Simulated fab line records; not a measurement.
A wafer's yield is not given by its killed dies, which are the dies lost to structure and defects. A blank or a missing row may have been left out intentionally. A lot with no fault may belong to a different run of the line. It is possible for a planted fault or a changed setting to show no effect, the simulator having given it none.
Which tool is to blame? ; flow sky130 ; 11 lots with 31 wafers sampled at 2 steps, on a route of 708 steps

WHAT EACH GAUGE READ, for each wafer
SKY_VT_ADJUST_NCORE_TW_MEAS_11. Usual: VT_ADJUST_NCORE_TW gives 219.8 (standard deviation 1.3).
lot;measured;on;VT_ADJUST_NCORE_TW;flag
L224;day 8 21:59;filmMetro-02;220.7 221.1 222.0;
L229;day 10 05:48;filmMetro-04;219.9 220.5;
L232;day 11 05:34;filmMetro-01;219.3 218.6;
L236;day 12 07:58;filmMetro-01;218.4 216.7 219.2;
L239;day 13 19:44;filmMetro-01;218.2 218.4 218.3;
L240;day 13 22:15;filmMetro-04;220.3 219.6 220.5;
L242;day 14 04:59;filmMetro-02;220.3 221.1 220.8;
L243;day 14 10:31;filmMetro-01;218.7 219.0 217.9;
L244;day 14 21:31;filmMetro-01;217.6 218.1 218.8;
L245;day 15 02:18;filmMetro-02;221.8 222.8 220.9;
L246;day 15 12:48;filmMetro-01;217.6 218.1 218.0;

SKY_SONOS_ONO_CD_MEAS_13: target cd 410 nm. Usual: 409 nm for cdNm, sd 3.
lot;measured;on;cdNm (nm);flag
L224;day 13 01:21;cdSem-02;410 410 413;
L229;day 14 16:56;cdSem-01;410 410;
L232;day 15 17:49;cdSem-02;414 417;
L236;day 17 00:15;cdSem-02;406 404 404;
L239;day 18 20:21;cdSem-01;411 411 410;
L240;day 18 20:49;cdSem-01;410 407 408;
L242;day 19 05:17;cdSem-02;404 405 406;
L243;day 19 09:35;cdSem-02;413 413 413;
L244;day 19 22:19;cdSem-02;408 407 407;
L245;day 20 02:31;cdSem-02;407 407 409;
L246;day 20 15:49;cdSem-01;410 409 409;

WHAT TOOL EACH LOT RAN ON (gives the tool, then ch and the chambers of the sampled wafers, and finally the start)
No process step before these readings appears in the record.

WHAT THE TOOLS THEMSELVES READ (means of the sampled wafers that have a number; where no wafer has one, the mark that the record gives instead)
The record holds no such reading with a usual standard deviation.

THE ANSWER, worked out from the rows above alone
Rule: take the mean of a lot's wafers that have a number; if it is more than 3 standard deviations from the usual mean, the lot is off. Also off: a lot with no number at a reading for which 4 or more lots have one. All remaining lots with rows at the step are treated as sound. First the gauges in route order, then the tools' own readings, where a lot's mean is used as printed above. The first step at which some lot is off is used, and at that step the reading that is off furthest; a lot without a number counts as furthest.
No lot is off at any reading shown: from this, nothing can be told.

WHAT THE SIMULATOR PUT IN
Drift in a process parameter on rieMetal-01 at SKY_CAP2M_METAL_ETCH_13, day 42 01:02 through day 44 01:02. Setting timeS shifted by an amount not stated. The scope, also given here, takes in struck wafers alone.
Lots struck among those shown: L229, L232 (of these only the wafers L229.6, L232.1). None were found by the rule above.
